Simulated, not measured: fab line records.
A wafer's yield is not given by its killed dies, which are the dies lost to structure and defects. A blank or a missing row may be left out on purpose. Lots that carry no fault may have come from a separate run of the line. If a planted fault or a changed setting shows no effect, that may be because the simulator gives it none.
fab line records    flow sky130
[record] lots = 7  wafers = 21  lastDay = 49
route steps=708 shown LDD_P@257 LDD_HVN@267 LDD_HVP@278 LDD_LDN@289 SD_P@331 RES_XHIGH@341
lots with no fault: from the same line, run without faults
startH: start of the lot's first displayed wafer, in hours after the record's first day    waitH: hours since the lot's step before    " same as the row above    L1.1+2: a row that stands for several wafers    - no value present, or no start provided    * or withheld: withheld    < > ~ a bound
route shown NAME@n: a module of which the file shows steps, and the number in the route of the first    usual: the fault-free wafers' mean and standard deviation    same: alike in all rows    chamber/n: place in a boat    sites: each site's reading    _std_site: the standard deviation of these    _edge_site: the outer-site mean with the inner-site mean subtracted    radiusMm: for every site, how far away it sits from the centre of the wafer    mask NAME#n: copy n    behind: the tool/chamber that last shaped the wafer    hold: why the lot went on hold/how many hours it stayed there/how the hold came to an end    device: transistor that didn't switch, given as n, p or np    end of line: at the end of the route, the tests of the same wafers    a step with no rows: only its recipe    killed: dies that structure and defects cost at the first sort, which is not the same as the wafer's yield    map: dies across one wafer; x = killed, . = not, _ = none there
set.NAME: the run value of the setting; set.NAME@STEP: its run value at that earlier step    model.NAME: the simulator's own value behind a step, which no gauge read
lots at some steps of the route; a table a step, a row a wafer
services: when a tool's chamber went out of use (startH, in hours from the record's first day, below 0 if earlier), for how many hours, and the reason
[[steps]]
[step SKY_LDD_P_COAT_02]
[recipe] resist = NOVOLAK  spinRpm = 3000  resistThkNm = 1140
[step SKY_LDD_P_SOFTBAKE_03]
[recipe] tempC = 90  timeS = 60  resist = NOVOLAK
[step SKY_LDD_P_EXPOSE_04]
[recipe] maskId = PSDM  na = 0.6  sourceShape = conventional  sigmaOuter = 0.6  polarization = unpolarized  targetCdNm = 380  doseMj = 138
[step SKY_LDD_P_PEB_05]
[recipe] tempC = withheld  timeS = *  resist = NOVOLAK
[step SKY_LDD_P_DEVELOP_06]
[recipe] resist = NOVOLAK  developer = TMAH  developTimeS = 60  devTempC = 23
[step SKY_LDD_P_CD_MEAS_07]
[recipe] targetCdNm = 380
[usual] cdNm = 379.6/2.3
lot.wafer  tool      chamber  startH  waitH  cdNm
L835.1     cdSem-01  -        436.58  0.1    380.3
L835.4     "         -        "       "      380.9
L835.5     "         -        "       "      378.4
L841.1     cdSem-02  -        488.66  0.1    379.3
L841.4     "         -        "       "      374.9
L841.5     "         -        "       "      378.5
L847.2     cdSem-02  -        548.25  0.1    381.1
L847.3     "         -        "       "      379.5
L847.5     "         -        "       "      383.4
L849.2     cdSem-01  -        562.07  0.1    379.9
L849.3     "         -        "       "      379.9
L849.4     "         -        "       "      378.3
L852.1     cdSem-02  -        585.60  0.1    380.3
L852.4     "         -        "       "      378.3
L852.5     "         -        "       "      380.6
L853.1     cdSem-01  -        593.65  0.1    378.2
L853.2     "         -        "       "      379.3
L853.3     "         -        "       "      379.5
L854.1     cdSem-02  -        608.21  0.1    375.3
L854.2     "         -        "       "      378.1
L854.5     "         -        "       "      376.1
[step SKY_LDD_P_OVL_MEAS_08]
[usual] LDD_P_OVL = -0.2/1.4
lot.wafer  tool        chamber  startH  waitH  LDD_P_OVL[nm]
L835.1     overlay-01  -        436.70  0.1    0.1
L835.4     "           -        "       "      0.2
L835.5     "           -        "       "      0.4
L841.1     overlay-01  -        488.78  0.1    -2.7
L841.4     "           -        "       "      -2.1
L841.5     "           -        "       "      -2.8
L847.2     overlay-02  -        548.36  0.1    -0.4
L847.3     "           -        "       "      0.5
L847.5     "           -        "       "      -0.1
L849.2     overlay-02  -        562.18  0.1    -1.4
L849.3     "           -        "       "      0.1
L849.4     "           -        "       "      -1.2
L852.1     overlay-01  -        585.72  0.1    0.8
L852.4     "           -        "       "      0.6
L852.5     "           -        "       "      -0.7
L853.1     overlay-01  -        593.77  0.1    -1.1
L853.2     "           -        "       "      0.3
L853.3     "           -        "       "      0.1
L854.1     overlay-01  -        608.33  0.1    1.4
L854.2     "           -        "       "      0.8
L854.5     "           -        "       "      0.8
[step SKY_LDD_P_IMPLANT_09]
[recipe] species = BF2  energyKev = 25  doseCm2 = 1e+13  tiltDeg = withheld
[step SKY_LDD_P_STRIP_10]
[recipe] chemistry = O2/N2  powerW = 1400  pressureMtorr = 1500  platenTempC = withheld  o2FlowSccm = 3000  n2FlowSccm = 300  overashFraction = 0.5
[usual] drypumpMotorCurrentA = 5.7/0.56  oesProductAu = 0.715/0.0044  stripTimeToEndpointS = 14.18/0.037
[same] overashFraction = 0.5
lot.wafer  tool            chamber  startH  waitH  drypumpMotorCurrentA  oesProductAu  rfHoursCounterH  stripTimeToEndpointS
L835.1     plasmaAsher-02  1        436.89  0.1    5.1                   0.723         62               14.20
L835.4     "               1        "       "      5.1                   0.712         -                14.19
L835.5     "               1        "       "      5.1                   0.711         -                14.17
L841.1     plasmaAsher-02  1        488.96  0.1    5.1                   0.710         67               14.16
L841.4     "               0        "       "      5.2                   0.716         -                14.15
L841.5     "               1        "       "      5.1                   0.712         -                14.11
L847.2     plasmaAsher-01  0        548.54  0.1    6.7                   0.714         41               14.13
L847.3     "               1        "       "      5.8                   0.719         -                14.13
L847.5     "               1        "       "      5.8                   0.707         -                14.12
L849.2     plasmaAsher-01  1        562.36  0.1    5.8                   0.717         43               14.17
L849.3     "               1        "       "      5.8                   0.716         -                14.14
L849.4     "               0        "       "      6.7                   0.719         -                14.20
L852.1     plasmaAsher-01  1        585.91  0.1    5.8                   0.718         47               14.10
L852.4     "               0        "       "      6.8                   0.722         -                14.10
L852.5     "               0        "       "      6.8                   0.713         -                14.13
L853.1     plasmaAsher-01  1        593.96  0.1    5.8                   0.701         48               14.17
L853.2     "               0        "       "      6.7                   0.718         48               14.15
L853.3     "               1        "       "      5.8                   0.710         -                14.13
L854.1     plasmaAsher-02  0        608.51  0.1    5.3                   0.716         79               14.18
L854.2     "               1        "       "      5.1                   0.717         79               14.20
L854.5     "               1        "       "      5.1                   0.721         -                14.19
[step SKY_LDD_P_TW_MEAS_11]
[usual] LDD_P_TW = 632/5.4
lot.wafer  tool          chamber  startH  waitH  LDD_P_TW
L835.1     filmMetro-04  -        436.99  0.1    632
L835.4     "             -        "       "      629
L835.5     "             -        "       "      631
L841.1     filmMetro-01  -        489.06  0.1    628
L841.4     "             -        "       "      628
L841.5     "             -        "       "      626
L847.2     filmMetro-03  -        548.65  0.1    641
L847.3     "             -        "       "      642
L847.5     "             -        "       "      639
L849.2     filmMetro-03  -        562.47  0.1    639
L849.3     "             -        "       "      639
L849.4     "             -        "       "      637
L852.1     filmMetro-01  -        586.01  0.1    628
L852.4     "             -        "       "      633
L852.5     "             -        "       "      633
L853.1     filmMetro-01  -        594.06  0.1    633
L853.2     "             -        "       "      633
L853.3     "             -        "       "      634
L854.1     filmMetro-03  -        608.61  0.1    634
L854.2     "             -        "       "      637
L854.5     "             -        "       "      636
[step SKY_LDD_HVN_DEHYDRATE_00]
[recipe] tempC = 200  timeS = 60
[step SKY_LDD_HVN_HMDS_01]
[recipe] primeTimeS = 60  primeTempC = 120
[step SKY_LDD_HVN_COAT_02]
[recipe] resist = NOVOLAK  spinRpm = 3000  resistThkNm = 300
[usual] chillPlateTempC = 23.00/0.099  dispensePressureKPa = 50/3.9
lot.wafer  tool           chamber  startH  waitH  chillPlateTempC  dispensePressureKPa
L835.1     lithoTrack-02  0        451.76  0.1    22.83            46
L835.4     "              0        "       "      22.87            46
L835.5     "              0        "       "      22.85            46
L841.1     lithoTrack-01  0        503.86  0.1    22.87            55
L841.4     "              0        "       "      22.99            55
L841.5     "              0        "       "      22.85            55
L847.2     lithoTrack-01  0        563.43  0.1    23.12            55
L847.3     "              0        "       "      23.05            55
L847.5     "              0        "       "      23.13            55
L849.2     lithoTrack-01  0        577.63  0.1    22.97            55
L849.3     "              0        "       "      22.95            55
L849.4     "              0        "       "      22.98            55
L852.1     lithoTrack-03  -        601.03  0.1    -                -
L852.4     "              -        "       "      -                -
L852.5     "              -        "       "      -                -
L853.1     lithoTrack-02  -        609.01  0.1    -                -
L853.2     "              -        "       "      -                -
L853.3     "              -        "       "      -                -
L854.1     lithoTrack-03  -        622.23  0.1    -                -
L854.2     "              -        "       "      -                -
L854.5     "              -        "       "      -                -
[step SKY_LDD_HVN_SOFTBAKE_03]
[recipe] tempC = 90  timeS = 60  resist = NOVOLAK
[step SKY_LDD_HVN_EXPOSE_04]
[recipe] maskId = HVNTM  na = 0.6  sourceShape = conventional  sigmaOuter = 0.6  polarization = unpolarized  targetCdNm = 700  doseMj = 127
[step SKY_LDD_HVN_PEB_05]
[recipe] tempC = withheld  timeS = *  resist = NOVOLAK
[step SKY_LDD_HVN_DEVELOP_06]
[recipe] resist = NOVOLAK  developer = TMAH  developTimeS = 60  devTempC = 23
[step SKY_LDD_HVN_OVL_MEAS_07]
[usual] LDD_HVN_OVL = 0.3/1.3
lot.wafer  tool        chamber  startH  waitH  LDD_HVN_OVL[nm]
L835.1     overlay-01  -        466.81  0.1    0.4
L835.4     "           -        "       "      -0.2
L835.5     "           -        "       "      -0.2
L841.1     overlay-02  -        519.11  0.1    -1.5
L841.4     "           -        "       "      0.5
L841.5     "           -        "       "      -1.7
L847.2     overlay-02  -        579.69  0.1    -0.1
L847.3     "           -        "       "      0.2
L847.5     "           -        "       "      1.9
L849.2     overlay-02  -        592.86  0.1    1.5
L849.3     "           -        "       "      0.3
L849.4     "           -        "       "      0.3
L852.1     overlay-02  -        615.66  0.1    -
L852.4     "           -        "       "      -
L852.5     "           -        "       "      -
L853.1     overlay-01  -        623.21  0.1    -
L853.2     "           -        "       "      -
L853.3     "           -        "       "      -
L854.1     overlay-02  -        636.88  0.1    -
L854.2     "           -        "       "      -
L854.5     "           -        "       "      -
[step SKY_LDD_HVN_IMPLANT_08]
[recipe] species = P  energyKev = 60  doseCm2 = 3e+13  tiltDeg = 40
[step SKY_LDD_HVN_STRIP_09]
[recipe] chemistry = O2/N2  powerW = 1400  pressureMtorr = 1500  platenTempC = withheld  o2FlowSccm = 3000  n2FlowSccm = 300  overashFraction = 0.5
[usual] drypumpMotorCurrentA = 5.6/0.54  oesProductAu = 0.409/0.0047  stripTimeToEndpointS = 4.133/0.014
[same] overashFraction = 0.5
lot.wafer  tool            chamber  startH  waitH  drypumpMotorCurrentA  oesProductAu  rfHoursCounterH  stripTimeToEndpointS
L835.1     plasmaAsher-01  0        466.99  0.1    6.8                   0.407         36               4.148
L835.4     "               0        "       "      6.8                   0.401         -                4.142
L835.5     "               1        "       "      5.8                   0.412         -                4.160
L841.1     plasmaAsher-03  0        519.29  0.1    5.6                   0.408         9                4.106
L841.4     "               0        "       "      5.6                   0.406         -                4.120
L841.5     "               1        "       "      5.3                   0.406         -                4.118
L847.2     plasmaAsher-01  0        579.87  0.1    6.7                   0.408         46               4.121
L847.3     "               0        "       "      6.8                   0.401         -                4.132
L847.5     "               1        "       "      5.8                   0.407         -                4.107
L849.2     plasmaAsher-03  0        593.04  0.1    5.6                   0.417         21               4.129
L849.3     "               0        "       "      5.6                   0.408         -                4.133
L849.4     "               1        "       "      5.3                   0.405         -                4.143
L852.1     plasmaAsher-03  1        615.84  0.1    5.3                   -             24               -
L852.4     "               1        "       "      5.3                   -             -                -
L852.5     "               0        "       "      5.6                   -             -                -
L853.1     plasmaAsher-01  1        623.39  0.1    5.8                   -             52               -
L853.2     "               0        "       "      6.7                   -             52               -
L853.3     "               1        "       "      5.8                   -             -                -
L854.1     plasmaAsher-02  0        637.07  0.1    5.3                   -             83               -
L854.2     "               1        "       "      5.1                   -             83               -
L854.5     "               0        "       "      5.3                   -             -                -
[step SKY_LDD_HVN_TW_MEAS_10]
[usual] LDD_HVN_TW = 1433/12
lot.wafer  tool          chamber  startH  waitH  LDD_HVN_TW
L835.1     filmMetro-02  -        467.09  0.1    1430
L835.4     "             -        "       "      1425
L835.5     "             -        "       "      1432
L841.1     filmMetro-04  -        519.39  0.1    1427
L841.4     "             -        "       "      1420
L841.5     "             -        "       "      1422
L847.2     filmMetro-02  -        579.98  0.1    1436
L847.3     "             -        "       "      1445
L847.5     "             -        "       "      1440
L849.2     filmMetro-04  -        593.15  0.1    1420
L849.3     "             -        "       "      1419
L849.4     "             -        "       "      1422
L852.1     filmMetro-04  -        615.94  0.1    1415
L852.4     "             -        "       "      1412
L852.5     "             -        "       "      1406
L853.1     filmMetro-04  -        623.49  0.1    1422
L853.2     "             -        "       "      1413
L853.3     "             -        "       "      1421
L854.1     filmMetro-02  -        637.17  0.1    1438
L854.2     "             -        "       "      1436
L854.5     "             -        "       "      1443
[step SKY_LDD_HVP_DEHYDRATE_00]
[recipe] tempC = 200  timeS = 60
[step SKY_LDD_HVP_HMDS_01]
[recipe] primeTimeS = 60  primeTempC = 120
[step SKY_LDD_HVP_COAT_02]
[recipe] resist = NOVOLAK  spinRpm = 3000  resistThkNm = 300
[step SKY_LDD_HVP_SOFTBAKE_03]
[recipe] tempC = 90  timeS = 60  resist = NOVOLAK
[step SKY_LDD_HVP_EXPOSE_04]
[recipe] maskId = HVPTM  na = 0.6  sourceShape = conventional  sigmaOuter = 0.6  polarization = unpolarized  targetCdNm = 700  doseMj = 86
[step SKY_LDD_HVP_PEB_05]
[recipe] tempC = withheld  timeS = *  resist = NOVOLAK
[step SKY_LDD_HVP_DEVELOP_06]
[recipe] resist = NOVOLAK  developer = TMAH  developTimeS = 60  devTempC = 23
[step SKY_LDD_HVP_OVL_MEAS_07]
[usual] LDD_HVP_OVL = 0.7/1.3
lot.wafer  tool        chamber  startH  waitH  LDD_HVP_OVL[nm]
L835.1     overlay-01  -        497.51  0.1    1.1
L835.4     "           -        "       "      -0.3
L835.5     "           -        "       "      0.0
L841.1     overlay-01  -        549.46  0.1    1.5
L841.4     "           -        "       "      0.2
L841.5     "           -        "       "      0.6
L847.2     overlay-02  -        610.21  0.1    2.6
L847.3     "           -        "       "      -0.2
L847.5     "           -        "       "      0.3
L849.2     overlay-02  -        621.94  0.1    2.6
L849.3     "           -        "       "      1.2
L849.4     "           -        "       "      2.2
L852.1     overlay-02  -        644.21  0.1    0.6
L852.4     "           -        "       "      2.6
L852.5     "           -        "       "      0.2
L853.1     overlay-02  -        651.25  0.1    1.1
L853.2     "           -        "       "      -1.9
L853.3     "           -        "       "      -1.7
L854.1     overlay-02  -        665.01  0.1    -0.3
L854.2     "           -        "       "      3.0
L854.5     "           -        "       "      0.1
[step SKY_LDD_HVP_IMPLANT_08]
[recipe] species = B  energyKev = 20  doseCm2 = 1.7e+13  tiltDeg = 17.9
[step SKY_LDD_HVP_STRIP_09]
[recipe] chemistry = O2/N2  powerW = 1400  pressureMtorr = 1500  platenTempC = withheld  o2FlowSccm = 3000  n2FlowSccm = 300  overashFraction = 0.5
[usual] drypumpMotorCurrentA = 5.45/0.3  oesProductAu = 0.408/0.0044  stripTimeToEndpointS = 4.128/0.015
[same] overashFraction = 0.5
lot.wafer  tool            chamber  startH  waitH  drypumpMotorCurrentA  oesProductAu  rfHoursCounterH  stripTimeToEndpointS
L835.1     plasmaAsher-04  1        497.69  0.1    6.08                  0.403         75               4.118
L835.4     "               1        "       "      6.08                  0.407         -                4.114
L835.5     "               1        "       "      6.09                  0.404         -                4.131
L841.1     plasmaAsher-02  0        549.64  0.1    5.30                  0.409         74               4.115
L841.4     "               0        "       "      5.27                  0.410         -                4.115
L841.5     "               0        "       "      5.27                  0.410         -                4.112
L847.2     plasmaAsher-03  1        610.39  0.1    5.27                  0.406         23               4.121
L847.3     "               0        "       "      5.57                  0.412         -                4.112
L847.5     "               1        "       "      5.29                  0.404         -                4.097
L849.2     plasmaAsher-04  0        622.12  0.1    5.72                  0.405         80               4.112
L849.3     "               0        "       "      5.69                  0.403         -                4.114
L849.4     "               1        "       "      6.07                  0.415         -                4.114
L852.1     plasmaAsher-03  0        644.39  0.1    5.60                  0.417         27               4.141
L852.4     "               0        "       "      5.61                  0.409         -                4.135
L852.5     "               1        "       "      5.26                  0.413         -                4.146
L853.1     plasmaAsher-02  1        651.44  0.1    5.03                  0.399         85               4.115
L853.2     "               0        "       "      5.31                  0.405         85               4.154
L853.3     "               1        "       "      5.06                  0.406         -                4.139
L854.1     plasmaAsher-04  1        665.19  0.1    6.07                  0.414         84               4.139
L854.2     "               0        "       "      5.71                  0.404         84               4.152
L854.5     "               1        "       "      6.07                  0.408         -                4.125
[step SKY_LDD_HVP_TW_MEAS_10]
[usual] LDD_HVP_TW = 454.1/2.9
lot.wafer  tool          chamber  startH  waitH  LDD_HVP_TW
L835.1     filmMetro-02  -        497.82  0.1    457.5
L835.4     "             -        "       "      454.5
L835.5     "             -        "       "      456.6
L841.1     filmMetro-02  -        549.74  0.1    455.9
L841.4     "             -        "       "      455.1
L841.5     "             -        "       "      456.5
L847.2     filmMetro-01  -        610.50  0.1    451.4
L847.3     "             -        "       "      450.7
L847.5     "             -        "       "      448.5
L849.2     filmMetro-04  -        622.23  0.1    447.7
L849.3     "             -        "       "      449.2
L849.4     "             -        "       "      450.1
L852.1     filmMetro-01  -        644.49  0.1    1443.6
L852.4     "             -        "       "      1437.5
L852.5     "             -        "       "      1444.4
L853.1     filmMetro-02  -        651.54  0.1    1443.9
L853.2     "             -        "       "      1443.6
L853.3     "             -        "       "      1449.8
L854.1     filmMetro-01  -        665.29  0.1    1434.3
L854.2     "             -        "       "      1431.5
L854.5     "             -        "       "      1440.9
[step SKY_LDD_LDN_DEHYDRATE_00]
[recipe] tempC = 200  timeS = 60
[step SKY_LDD_LDN_HMDS_01]
[recipe] primeTimeS = 60  primeTempC = 120
[step SKY_LDD_LDN_COAT_02]
[recipe] resist = NOVOLAK  spinRpm = 3000  resistThkNm = 1140
[step SKY_LDD_LDN_SOFTBAKE_03]
[recipe] tempC = 90  timeS = 60  resist = NOVOLAK
[step SKY_LDD_LDN_EXPOSE_04]
[recipe] maskId = LDNTM  na = 0.6  sourceShape = conventional  sigmaOuter = 0.6  polarization = unpolarized  targetCdNm = 700  doseMj = 140
[step SKY_LDD_LDN_PEB_05]
[recipe] tempC = withheld  timeS = *  resist = NOVOLAK
[step SKY_LDD_LDN_DEVELOP_06]
[recipe] resist = NOVOLAK  developer = TMAH  developTimeS = 60  devTempC = 23
[step SKY_LDD_LDN_OVL_MEAS_07]
[usual] LDD_LDN_OVL = 1.1/1.5
lot.wafer  tool        chamber  startH  waitH  LDD_LDN_OVL[nm]
L835.1     overlay-02  -        527.90  0.1    1.4
L835.4     "           -        "       "      1.6
L835.5     "           -        "       "      1.3
L841.1     overlay-01  -        580.45  0.1    -0.2
L841.4     "           -        "       "      -1.0
L841.5     "           -        "       "      -0.9
L847.2     overlay-01  -        639.16  0.1    -0.2
L847.3     "           -        "       "      -1.4
L847.5     "           -        "       "      0.8
L849.2     overlay-02  -        650.36  0.1    -3.0
L849.3     "           -        "       "      -0.5
L849.4     "           -        "       "      1.1
L852.1     overlay-02  -        672.45  0.1    2.6
L852.4     "           -        "       "      0.5
L852.5     "           -        "       "      2.1
L853.1     overlay-01  -        678.76  0.1    0.6
L853.2     "           -        "       "      1.8
L853.3     "           -        "       "      1.1
L854.1     overlay-02  -        693.75  0.1    1.9
L854.2     "           -        "       "      0.7
L854.5     "           -        "       "      3.1
[step SKY_LDD_LDN_IMPLANT_08]
[recipe] species = As  energyKev = 15  doseCm2 = 1.25e+13  tiltDeg = withheld  rotationDeg = 23
[step SKY_LDD_LDN_IMPLANT_09]
[recipe] species = As  energyKev = 15  doseCm2 = 1.25e+13  tiltDeg = withheld  rotationDeg = 113
[step SKY_LDD_LDN_TW_MEAS_13]
[usual] LDD_LDN_TW = 1472/9.4
lot.wafer  tool          chamber  startH  waitH  LDD_LDN_TW
L835.1     filmMetro-01  -        528.64  0.1    1464
L835.4     "             -        "       "      1456
L835.5     "             -        "       "      1459
L841.1     filmMetro-01  -        581.19  0.1    1475
L841.4     "             -        "       "      1463
L841.5     "             -        "       "      1472
L847.2     filmMetro-01  -        639.90  0.1    1461
L847.3     "             -        "       "      1477
L847.5     "             -        "       "      1476
L849.2     filmMetro-03  -        651.10  0.1    1474
L849.3     "             -        "       "      1483
L849.4     "             -        "       "      1485
L852.1     filmMetro-03  -        673.19  0.1    1821
L852.4     "             -        "       "      1823
L852.5     "             -        "       "      1823
L853.1     filmMetro-02  -        679.49  0.1    1812
L853.2     "             -        "       "      1817
L853.3     "             -        "       "      1819
L854.1     filmMetro-02  -        694.49  0.1    1813
L854.2     "             -        "       "      1814
L854.5     "             -        "       "      1825
[step SKY_SD_P_TW_MEAS_11]
[usual] SD_P_TW = 2817/18
lot.wafer  tool          chamber  startH  waitH  SD_P_TW
L835.1     filmMetro-02  -        593.51  0.1    2839
L835.4     "             -        "       "      2816
L835.5     "             -        "       "      2829
L841.1     filmMetro-02  -        641.99  0.1    2817
L841.4     "             -        "       "      2825
L841.5     "             -        "       "      2825
L847.2     filmMetro-02  -        699.35  0.1    2810
L847.3     "             -        "       "      2820
L847.5     "             -        "       "      2804
L849.2     filmMetro-04  -        710.07  0.1    2808
L849.3     "             -        "       "      2802
L849.4     "             -        "       "      2797
L852.1     filmMetro-02  -        731.16  0.1    2908
L852.4     "             -        "       "      2907
L852.5     "             -        "       "      2910
L853.1     filmMetro-04  -        737.16  0.1    2881
L853.2     "             -        "       "      2887
L853.3     "             -        "       "      2890
L854.1     filmMetro-03  -        750.71  0.1    2918
L854.2     "             -        "       "      2913
L854.5     "             -        "       "      2911
[step SKY_RES_XHIGH_TW_MEAS_09]
[usual] RES_XHIGH_TW = 1637/9.8
lot.wafer  tool          chamber  startH  waitH  RES_XHIGH_TW
L835.1     filmMetro-02  -        622.86  0.1    1645
L835.4     "             -        "       "      1647
L835.5     "             -        "       "      1648
L841.1     filmMetro-03  -        671.05  0.1    1640
L841.4     "             -        "       "      1638
L841.5     "             -        "       "      1646
L847.2     filmMetro-02  -        726.67  0.1    1635
L847.3     "             -        "       "      1634
L847.5     "             -        "       "      1638
L849.2     filmMetro-03  -        736.74  0.1    1633
L849.3     "             -        "       "      1634
L849.4     "             -        "       "      1643
L852.1     filmMetro-04  -        758.18  0.1    1929
L852.4     "             -        "       "      1912
L852.5     "             -        "       "      1915
L853.1     filmMetro-04  -        763.98  0.1    1922
L853.2     "             -        "       "      1909
L853.3     "             -        "       "      1926
L854.1     filmMetro-03  -        776.93  0.1    1956
L854.2     "             -        "       "      1942
L854.5     "             -        "       "      1940
[[services]]
tool            chamber  startH  hours  kind
plasmaAsher-03  -        421.25  9.0    pm
plasmaAsher-03  0        421.25  9.0    ventCycle
plasmaAsher-03  1        421.25  9.0    ventCycle
plasmaAsher-03  0        430.25  -      clean
plasmaAsher-03  1        430.25  -      clean
plasmaAsher-01  -        511.19  28.1   pm
plasmaAsher-04  -        534.94  86.4   repair
plasmaAsher-04  -        539.14  4.9    repair
plasmaAsher-02  -        546.82  2.8    pm
plasmaAsher-04  -        546.89  0.4    repair
plasmaAsher-02  -        577.61  15.6   pm
plasmaAsher-01  -        615.14  4.3    pm
plasmaAsher-04  -        642.61  2.4    repair
[[key]]
[firstSign] step = SKY_LDD_HVN_COAT_02  reading = toolRecord  direction = missing
[effect] step = SKY_LDD_HVN_OVL_MEAS_07  reading = LDD_HVN_OVL  direction = missing
[effect] step = SKY_LDD_HVP_TW_MEAS_10  reading = LDD_HVP_TW  direction = up  sigmas = 99+  usual = 454.1  struck = 1441.1
[effect] step = SKY_LDD_LDN_TW_MEAS_13  reading = LDD_LDN_TW  direction = up  sigmas = 37  usual = 1472  struck = 1819
[effect] step = SKY_SD_P_TW_MEAS_11  reading = SD_P_TW  direction = up  sigmas = 4.8  usual = 2817  struck = 2903
[effect] step = SKY_RES_XHIGH_TW_MEAS_09  reading = RES_XHIGH_TW  direction = up  sigmas = 30  usual = 1637  struck = 1928
metAt SKY_LDD_HVN_COAT_02
struckWafers L852.1,L852.4,L852.5,L853.1,L853.2,L853.3,L854.1,L854.2,L854.5
sortLeftOut L852.1,L852.4,L852.5,L853.1,L853.2,L853.3,L854.1,L854.2,L854.5
testerLeftOut L852,L853,L854
onsetBetween 451.76 601.03
[fault] kind = skippedStepWhole  tool = lithoTrack-02,lithoTrack-03  chamber = -  onsetH = 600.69  steps = SKY_LDD_HVN_COAT_02  scope = struckLotsOnly
// testerLeftOut: of these lots the tester's yield and bins aren't shown, on N5 and GAA mostly nor the transistor test; their killed dies are dies lost to structure and defects alone, not to doping, threshold or leakage, so they don't give the yield
// sortLeftOut: the simulated sort isn't trusted on such a fault, so these wafers' sort isn't shown, and their yield isn't known
